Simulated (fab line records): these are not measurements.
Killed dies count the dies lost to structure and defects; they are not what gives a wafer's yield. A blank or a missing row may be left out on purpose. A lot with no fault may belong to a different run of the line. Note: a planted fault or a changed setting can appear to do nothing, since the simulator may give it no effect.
Problem report, 8D (eight disciplines) form, completed by code | flow sky130 | the parts of the form that need people (team, actions taken, sign-off) are left out

## 1. THE PROBLEM
Mean of killed at front end at SKY_PAD_OPEN_PROBE_99: 50 across 3 wafers in 2 lots; on wafers with no fault it is 14 (standard deviation 4.4). That puts it +8.2 standard deviations away from the usual mean.
First observed at day 48 08:37: wafer L416.3, on prober-02. At this step, 39 wafers from 13 lots have a number in the record. The rule behind "out" and "out of limits": a value lying over 4 standard deviations away from the usual mean. The rest of the wafers with a number are treated as sound.

## 2. WHAT THIS IS AND IS NOT
question                    | is                     | is not
which readings at this step | killed at front end    | killed_at_M0_to_M3, killed_at_M4_up, killed at contacts, killed at other, killed open, killed short
which lots                  | L416, L417             | L406, L407, L408, L409, L410, L412, L415, L420, L426, L428, L429
which wafers of those lots  | L416.3, L417.2, L417.3 | L416.4, L416.5, L417.4
read on which tools         | prober-02              | prober-01
when                        | from day 48 08:37      | up to then (21 sound wafers); but 15 sound wafers of L416, L417, L420, L426, L428, L429 came after

## 3. THE SUSPECTS, EACH WITH WHAT RULES IT OUT
Counting: any tool at a process step up to the reading remains a suspect provided it ran every lot that is out. Sound lots after the first of them don't rule it out here, since some wafers of a struck lot are sound.
- plasma asher-01 at SKY_VT_ADJUST_HVTP_STRIP_10 (strips in O2/N2): kept. It processed each lot that is out (first: L416, day 8 15:02); up to then, its last sound lot is L410 (day 7 04:45).
- prober-02 at SKY_PAD_OPEN_PROBE_99: kept. It processed each lot that is out (first: L416, day 48 08:37); up to then, its last sound lot is L412 (day 47 07:26). Its own killed at front end readings are out on those wafers.
- The sound lot-mates ran in chamber 1 of plasma asher-01 at SKY_VT_ADJUST_HVTP_STRIP_10, but the wafers that are out ran in chamber 0.
Left after counting: plasma asher-01 at SKY_VT_ADJUST_HVTP_STRIP_10, prober-02 at SKY_PAD_OPEN_PROBE_99.

## 4. THE CAUSE (what the simulator had put in)
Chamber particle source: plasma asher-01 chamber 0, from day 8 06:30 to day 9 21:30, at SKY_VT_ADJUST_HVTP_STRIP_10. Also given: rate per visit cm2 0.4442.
Counting left 2 suspects, and this tool is among them.

## 5. THE CHAIN OF EFFECTS, in route order
Each row: a reading whose mean over the struck wafers that have a number lies more than 3 standard deviations from the usual. Readings are gone through only where the record gives a usual standard deviation; hours: the median, over the lots, of the time from a lot's start at the first step in this table giving one to that lot's start at this step; sigmas: the change measured in usual standard deviations.
hours | step                  | reading             | usual | on struck wafers | change | sigmas
0     | SKY_PAD_OPEN_PROBE_99 | killed at front end | 14    | 50               | +36    | +8.2
0     | SKY_PAD_OPEN_PROBE_99 | killed dies         | 87    | 118              | +31    | +3.4
Here are the process steps it includes:
- SKY_PAD_OPEN_PROBE_99

## 6. WHAT WOULD HAVE CAUGHT IT SOONER
The fault began at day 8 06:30; the first out-of-limits reading in this record came at day 48 08:37, 962 hours later.
Tool readings at SKY_VT_ADJUST_HVTP_STRIP_10 with a usual standard deviation given in the record: none out on any struck wafer, hence no alarm at a limit of 4 standard deviations on them.
Each of the lots that are out, 2 in all, had begun SKY_VT_ADJUST_HVTP_STRIP_10 on plasma asher-01 no later than day 48 08:37. None of them would have been spared by holding the tool at that moment.
